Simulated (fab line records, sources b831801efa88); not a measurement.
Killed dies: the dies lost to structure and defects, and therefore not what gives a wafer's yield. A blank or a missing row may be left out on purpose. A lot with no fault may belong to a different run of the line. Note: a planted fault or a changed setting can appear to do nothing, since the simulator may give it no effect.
fab line records | flow gf180mcu
record: lots: 7 | wafers: 21 | last-day: 34
route steps=602 shown V3@429
lots that met no fault: from a run of the same line without faults
start-h: hours from the record's first day to the start of the lot's first wafer shown | wait-h: hours since the lot's step before | " identical to the entry in the row above | L1.1+2: a single row standing in for several wafers | - no value, or no start was given | * or withheld: withheld | < > ~ a bound
route shown NAME@n: a module of which the file shows steps, and the number in the route of the first | usual: mean/standard deviation of fault-free wafers | same: alike in all rows | chamber/n: place in a boat | sites: readings site by site | _std_site: how widely they spread, as a standard deviation | _edge_site: outer sites' mean less inner sites' | radius-mm: for every site, how far away it sits from the centre of the wafer | mask NAME#n: copy n | behind: tool/chamber where the wafer was last shaped | hold: why the lot went on hold/how many hours it stayed there/how the hold came to an end | device: the n, p or np transistor that did not switch | end of line: tests of these same wafers at the route's end | step lacking rows: just its recipe | killed: the dies lost at the first sort to structure and to defects; this is not the yield of the wafer | map: shows each die of a wafer: x if killed, . if not, _ if none is there
set.NAME: the setting as run; set.NAME@STEP: as run at that earlier step | model.NAME: the simulator's own value behind a step, which no gauge read
lots at selected steps of the route; one table per step, one row per wafer
services: from which hour (start-h, from the record's first day; less than 0 if before it) a tool's chamber was out of use, for how many hours, and why
== steps ==
step: GF_V3_CVD_00
recipe: material: SiO2 | target-thk-nm: 600 | sigma-open-frac: 0.3 | temp-c: 400 | time-s: 100 | sih4-flow-sccm: 60 | pressure-mtorr: 6
step: GF_V3_THK_MEAS_01
recipe: reads: SiO2_of_V3_CVD_00
usual: V3_CVD_00_THK: 601/5
lot.wafer | tool          | chamber | start-h | wait-h | V3_CVD_00_THK[nm]
L511.3    | film-metro-01 | -       | 490.61  | 0.1    | 598
L511.4    | "             | -       | "       | "      | 596
L511.5    | "             | -       | "       | "      | 599
L520.2    | film-metro-04 | -       | 567.72  | 0.0    | 595
L520.3    | "             | -       | "       | "      | 596
L520.4    | "             | -       | "       | "      | 600
L521.3    | film-metro-02 | -       | 578.71  | 0.1    | 605
L521.4    | "             | -       | "       | "      | 605
L521.5    | "             | -       | "       | "      | 609
L522.2    | film-metro-02 | -       | 583.74  | 0.0    | 599
L522.3    | "             | -       | "       | "      | 597
L522.5    | "             | -       | "       | "      | 599
L529.1    | film-metro-01 | -       | 633.90  | 0.0    | 602
L529.5    | "             | -       | "       | "      | 602
L529.6    | "             | -       | "       | "      | 604
L531.3    | film-metro-04 | -       | 648.99  | 0.1    | 611
L531.5    | "             | -       | "       | "      | 607
L531.6    | "             | -       | "       | "      | 608
L534.4    | film-metro-01 | -       | 669.98  | 0.0    | 593
L534.5    | "             | -       | "       | "      | 597
L534.6    | "             | -       | "       | "      | 601
step: GF_V3_CVD_02
recipe: material: SiO2 | target-thk-nm: 850 | precursor: TEOS | temp-c: 400 | time-s: 94.851 | rf-w: 600
usual: heater-power-w: 744/100
lot.wafer | tool     | chamber | start-h | wait-h | heater-power-w | since-wet-clean-h
L511.3    | pecvd-01 | 2       | 490.65  | 0.0    | 728            | 108
L511.4    | "        | 0       | "       | "      | 519            | -
L511.5    | "        | 2       | "       | "      | 767            | -
L520.2    | pecvd-01 | 0       | 567.77  | 0.0    | 616            | 185
L520.3    | "        | 1       | "       | "      | 848            | 185
L520.4    | "        | 0       | "       | "      | 630            | -
L521.3    | pecvd-02 | 1       | 578.75  | 0.0    | 753            | 404
L521.4    | "        | 0       | "       | "      | 846            | -
L521.5    | "        | 1       | "       | "      | 839            | -
L522.2    | pecvd-04 | 2       | 583.79  | 0.0    | 763            | 617
L522.3    | "        | 1       | "       | "      | 714            | 617
L522.5    | "        | 1       | "       | "      | 758            | -
L529.1    | pecvd-02 | 1       | 633.96  | 0.1    | 942            | 459
L529.5    | "        | 2       | "       | "      | 787            | -
L529.6    | "        | 0       | "       | "      | 769            | -
L531.3    | pecvd-02 | 0       | 649.03  | 0.0    | 766            | 474
L531.5    | "        | 0       | "       | "      | 846            | -
L531.6    | "        | 1       | "       | "      | 751            | -
L534.4    | pecvd-01 | 1       | 670.04  | 0.1    | 775            | -
L534.5    | "        | 0       | "       | "      | 648            | -
L534.6    | "        | 2       | "       | "      | 762            | -
step: GF_V3_THK_MEAS_03
recipe: reads: SiO2_of_V3_CVD_02
usual: V3_CVD_02_THK: 850/11
lot.wafer | tool          | chamber | start-h | wait-h | V3_CVD_02_THK[nm]
L511.3    | film-metro-04 | -       | 490.74  | 0.1    | 842
L511.4    | "             | -       | "       | "      | 850
L511.5    | "             | -       | "       | "      | 858
L520.2    | film-metro-01 | -       | 567.85  | 0.0    | 836
L520.3    | "             | -       | "       | "      | 835
L520.4    | "             | -       | "       | "      | 841
L521.3    | film-metro-01 | -       | 578.84  | 0.1    | 836
L521.4    | "             | -       | "       | "      | 852
L521.5    | "             | -       | "       | "      | 854
L522.2    | film-metro-01 | -       | 583.86  | 0.0    | 835
L522.3    | "             | -       | "       | "      | 840
L522.5    | "             | -       | "       | "      | 854
L529.1    | film-metro-04 | -       | 634.02  | 0.0    | 849
L529.5    | "             | -       | "       | "      | 852
L529.6    | "             | -       | "       | "      | 850
L531.3    | film-metro-02 | -       | 649.11  | 0.1    | 823
L531.5    | "             | -       | "       | "      | 855
L531.6    | "             | -       | "       | "      | 852
L534.4    | film-metro-02 | -       | 670.11  | 0.0    | 855
L534.5    | "             | -       | "       | "      | 848
L534.6    | "             | -       | "       | "      | 866
step: GF_V3_CMP_04
recipe: material: SiO2 | down-force-psi: 4 | platen-rpm: 60 | pad-velocity-m-s: 0.94248
usual: motor-current-A: 11.5/0.68 | time-to-endpoint-s: 79/6.9
lot.wafer | tool   | chamber | start-h | wait-h | motor-current-A | time-to-endpoint-s
L511.3    | cmp-01 | 1       | 490.78  | 0.0    | 13.0            | 77
L511.4    | "      | 3       | "       | "      | 11.8            | 80
L511.5    | "      | 1       | "       | "      | 12.7            | 83
L520.2    | cmp-02 | 0       | 567.90  | 0.0    | 11.7            | 70
L520.4    | "      | 2       | "       | "      | 10.8            | 79
L520.3    | "      | 3       | "       | "      | 11.8            | 69
L521.3    | cmp-02 | 1       | 578.93  | 0.1    | 11.2            | 81
L521.4    | "      | 3       | "       | "      | 12.1            | 81
L521.5    | "      | 0       | "       | "      | 11.4            | 78
L522.3    | cmp-01 | 3       | 583.91  | 0.0    | 11.8            | 80
L522.2    | "      | 1       | "       | "      | 12.2            | 78
L522.5    | "      | 0       | "       | "      | 12.1            | 88
L529.1    | cmp-01 | 0       | 634.23  | 0.2    | 12.3            | 90
L529.5    | "      | 1       | "       | "      | 12.4            | 88
L529.6    | "      | 2       | "       | "      | 11.2            | 88
L531.3    | cmp-01 | 2       | 649.30  | 0.2    | 10.9            | 76
L531.5    | "      | 3       | "       | "      | 11.7            | 85
L531.6    | "      | 0       | "       | "      | 11.8            | 86
L534.4    | cmp-02 | 0       | 670.19  | 0.1    | 11.8            | 72
L534.5    | "      | 3       | "       | "      | 12.1            | 72
L534.6    | "      | 0       | "       | "      | 11.7            | 75
step: GF_V3_BOW_MEAS_05
recipe: mode: bow
usual: V3_BOW: 116/8.6
lot.wafer | tool          | chamber | start-h | wait-h | V3_BOW[um]
L511.3    | film-metro-04 | -       | 491.12  | 0.3    | 115
L511.4    | "             | -       | "       | "      | 99
L511.5    | "             | -       | "       | "      | 102
L520.2    | film-metro-01 | -       | 568.22  | 0.3    | 120
L520.3    | "             | -       | "       | "      | 129
L520.4    | "             | -       | "       | "      | 109
L521.3    | film-metro-02 | -       | 579.22  | 0.2    | 117
L521.4    | "             | -       | "       | "      | 133
L521.5    | "             | -       | "       | "      | 120
L522.2    | film-metro-04 | -       | 584.23  | 0.2    | 99
L522.3    | "             | -       | "       | "      | 122
L522.5    | "             | -       | "       | "      | 114
L529.1    | film-metro-01 | -       | 634.38  | 0.1    | 120
L529.5    | "             | -       | "       | "      | 109
L529.6    | "             | -       | "       | "      | 119
L531.3    | film-metro-04 | -       | 649.49  | 0.1    | 126
L531.5    | "             | -       | "       | "      | 127
L531.6    | "             | -       | "       | "      | 120
L534.4    | film-metro-04 | -       | 670.50  | 0.3    | 117
L534.5    | "             | -       | "       | "      | 112
L534.6    | "             | -       | "       | "      | 122
step: GF_V3_DEHYDRATE_06
recipe: temp-c: 200 | time-s: 60
step: GF_V3_HMDS_07
recipe: prime-time-s: 60 | prime-temp-c: 120
step: GF_V3_COAT_08
recipe: resist: BARC | temp-c: withheld | time-s: withheld | spin-rpm: withheld | resist-thk-nm: withheld
step: GF_V3_COAT_09
recipe: resist: KrF | spin-rpm: withheld | resist-thk-nm: 1000
step: GF_V3_SOFTBAKE_10
recipe: temp-c: 130 | time-s: 60 | resist: KrF
step: GF_V3_EXPOSE_11
recipe: mask-id: Via3 | target-cd-nm: 260 | na: 0.68 | source-shape: conventional | sigma-outer: 0.6 | dose-mj: 38
step: GF_V3_PEB_12
recipe: peb-temp-c: 133.9 | peb-time-s: 90 | resist: KrF
usual: chill-plate-temp-C: 23.03/0.11 | exhaust-pa: 45.1/0.83
lot.wafer | tool           | chamber | start-h | wait-h | chill-plate-temp-C | exhaust-pa
L511.3    | litho-track-03 | 0       | 514.27  | -      | 23.00              | 47.1
L511.4    | "              | 0       | "       | "      | 23.02              | 45.0
L511.5    | "              | 0       | "       | "      | 23.06              | 44.5
L520.2    | litho-track-03 | -       | 589.58  | -      | -                  | -
L520.3    | "              | -       | "       | "      | -                  | -
L520.4    | "              | -       | "       | "      | -                  | -
L521.3    | litho-track-01 | -       | 600.33  | -      | -                  | -
L521.4    | "              | -       | "       | "      | -                  | -
L521.5    | "              | -       | "       | "      | -                  | -
L522.2    | litho-track-03 | -       | 605.18  | -      | -                  | -
L522.3    | "              | -       | "       | "      | -                  | -
L522.5    | "              | -       | "       | "      | -                  | -
L529.1    | litho-track-02 | 0       | 653.84  | -      | 22.85              | 43.8
L529.5    | "              | 0       | "       | "      | 23.21              | 45.0
L529.6    | "              | 0       | "       | "      | 23.04              | 45.2
L531.3    | litho-track-03 | 0       | 668.07  | -      | 22.90              | 44.1
L531.5    | "              | 0       | "       | "      | 23.05              | 45.0
L531.6    | "              | 0       | "       | "      | 22.98              | 46.2
L534.4    | litho-track-03 | 0       | 689.20  | -      | 22.87              | 46.3
L534.5    | "              | 0       | "       | "      | 23.05              | 44.8
L534.6    | "              | 0       | "       | "      | 22.97              | 44.7
step: GF_V3_DEVELOP_13
recipe: develop-time-s: 60 | resist: KrF | dev-temp-c: 21
== services ==
tool           | chamber | start-h | hours | kind
pecvd-01       | 1       | 469.61  | 2.3   | repair
litho-track-03 | -       | 472.44  | -     | consumable-replace:filter
cmp-01         | -       | 515.25  | 6.2   | pm
pecvd-02       | 1       | 520.21  | 3.6   | repair
cmp-02         | -       | 538.59  | 1.2   | repair
pecvd-01       | -       | 542.97  | 2.0   | repair
pecvd-04       | -       | 549.00  | 0.3   | repair
cmp-01         | -       | 567.27  | 0.8   | repair
cmp-02         | -       | 576.45  | 0.9   | repair
cmp-02         | -       | 585.50  | 6.1   | pm
cmp-02         | -       | 591.64  | 4.0   | pm
pecvd-04       | -       | 593.79  | 1.0   | repair
cmp-02         | -       | 595.64  | -     | consumable-replace:conditioner
cmp-02         | -       | 595.64  | -     | consumable-replace:pad
pecvd-04       | 0       | 598.01  | 7.9   | repair
cmp-02         | -       | 599.16  | 0.5   | repair
pecvd-02       | -       | 606.90  | 1.2   | repair
cmp-01         | -       | 607.77  | 0.8   | repair
pecvd-04       | -       | 617.40  | 2.8   | pm
pecvd-01       | -       | 617.54  | 2.8   | pm
cmp-02         | -       | 629.80  | 3.7   | pm
pecvd-04       | -       | 642.83  | 2.4   | repair
cmp-01         | -       | 650.92  | 1.9   | repair
pecvd-01       | 0       | 677.58  | 4.2   | repair
== key ==
first-sign: step: GF_V3_PEB_12 | reading: tool-record | direction: missing
effect none on later readings
met-at GF_V3_PEB_12
struck-wafers L520.2,L520.3,L520.4,L521.3,L521.4,L521.5,L522.2,L522.3,L522.5
later-rows-left-out L520.2,L520.3,L520.4,L521.3,L521.4,L521.5,L522.2,L522.3,L522.5
sort-left-out L520.2,L520.3,L520.4,L521.3,L521.4,L521.5,L522.2,L522.3,L522.5
onset-between 514.27 589.58
fault: kind: skipped-step-whole | tool: litho-track-01,litho-track-03 | chamber: - | onset-h: 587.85 | steps: GF_V3_PEB_12 | scope: struck-lots-only
sort-left-out: the simulated sort isn't trusted on such a fault, so these wafers' sort isn't shown, and their yield isn't known
later-rows-left-out: the simulator's readings of these wafers behind a module that went badly wrong aren't trusted and aren't shown, but for the sort
